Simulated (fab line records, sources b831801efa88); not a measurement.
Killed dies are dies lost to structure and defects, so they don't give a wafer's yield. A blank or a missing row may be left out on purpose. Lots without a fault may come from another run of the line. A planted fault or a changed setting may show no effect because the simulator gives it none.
A struck lot beside a sound one | flow gf180mcu | 15 steps out of a route of 602
Sound: wafers L824.1, L824.3, L824.5. Struck: wafers L842.3, L842.4, L842.6. The cause comes at the end.
At each step with rows: each side's tool, then ch and its chambers, then its first start. Under that, the readings that differ: sound wafers | struck wafers | difference of the means | sigmas: that difference in standard deviations of wafers without a fault.
alike: readings whose means differ by less than 2 such deviations, and words and numbers that are the same on both sides. not compared: withheld readings, readings that some wafer has no value for, bounds like >300 that may hide the same value, and numbers for which the record gives no deviation and whose values overlap.
The two part at a step that has a row with sigmas, a row that says differs or no value, or rows on one side only. Numbers that don't overlap but have no deviation are shown without sigmas and don't part them. A reading that every wafer of one side lacks parts them only if that side has two wafers or more.

GF_V2_THK_MEAS_25: measures by xrf.
  sound on film_metro-02, day 21 11:13; struck on film_metro-02, day 26 16:35
  alike: V2_W_THK
GF_V2_CMP_26: polishes, stops on SiO2, t overpolish 15 s, target thk 0 nm.
  sound on cmp-02 ch 0,1,2, day 21 11:20; struck on cmp-01 ch 1,2,3, day 26 16:41
  alike: motor_current_A, overpolish_run_s, time_to_endpoint_s
then, 1 step without rows for these wafers: GF_M3_SPUTTER_00 (material Ti, target thk 37.5 nm, time 150 s).
GF_M3_SPUTTER_01: material TiN, target thk 30 nm, time 25 s.
  sound on pvd_sputter-02, day 21 11:41; struck on pvd_sputter-03, day 26 17:02
  alike: throttle_valve_pct
GF_M3_SPUTTER_02: material AlCu, target thk 450 nm, time 23.9 s.
  sound on pvd_sputter-02, day 21 11:43; struck on pvd_sputter-03, day 26 17:04
  alike: throttle_valve_pct
GF_M3_SPUTTER_03: material Ti, target thk 10 nm, time 6.7 s.
  sound on pvd_sputter-02, day 21 11:44; struck on pvd_sputter-03, day 26 17:05
  alike: throttle_valve_pct
GF_M3_SPUTTER_04: material TiN, target thk 50 nm, time 41.7 s.
  sound on pvd_sputter-02, day 21 11:46; struck on pvd_sputter-03, day 26 17:07
  alike: throttle_valve_pct
GF_M3_RS_MEAS_05: measures by four-point-probe.
  sound on film_metro-04, day 21 11:48; struck on film_metro-02, day 26 17:11
  alike: M3_ALCU_RS
GF_M3_THK_MEAS_06: measures by xrf.
  sound on film_metro-04, day 21 11:55; struck on film_metro-02, day 26 17:17
  alike: M3_ALCU_THK
then, 3 steps without rows for these wafers: GF_M3_DEHYDRATE_07 (time 60 s); GF_M3_HMDS_08 (prime time 60 s); GF_M3_COAT_09 (resist thk 1015 nm).
GF_M3_SOFTBAKE_10: time 60 s.
  sound on litho_track-01 ch 0, day 21 23:08; struck on litho_track-04 ch 0, day 27 03:02
  reading          | sound             | struck            | difference | sigmas
  run_length_s (s) | 89.15 89.31 89.45 | 91.58 91.57 91.66 | +2.30      | +11
  alike: exhaust_pa
then, 1 step without rows for these wafers: GF_M3_EXPOSE_11 (exposes mask Metal3, target cd 280 nm).
-- the record jumps here: 7 days lie between the struck wafers' starts before and after (it left off in module M3 and takes up again in module PASSIVATION, whose first step shown is number 602 of the route) --
GF_PASSIVATION_PROBE_99:
  the record has rows for the struck wafers here (prober-01, day 34 01:17) and none for the sound ones

WHERE THEY PART
First at GF_M3_SOFTBAKE_10; last, within this record, at GF_PASSIVATION_PROBE_99.

WHY: what the simulator had put in
Process parameter drift: litho_track-04, from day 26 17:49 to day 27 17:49, at GF_M3_SOFTBAKE_10. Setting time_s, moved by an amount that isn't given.
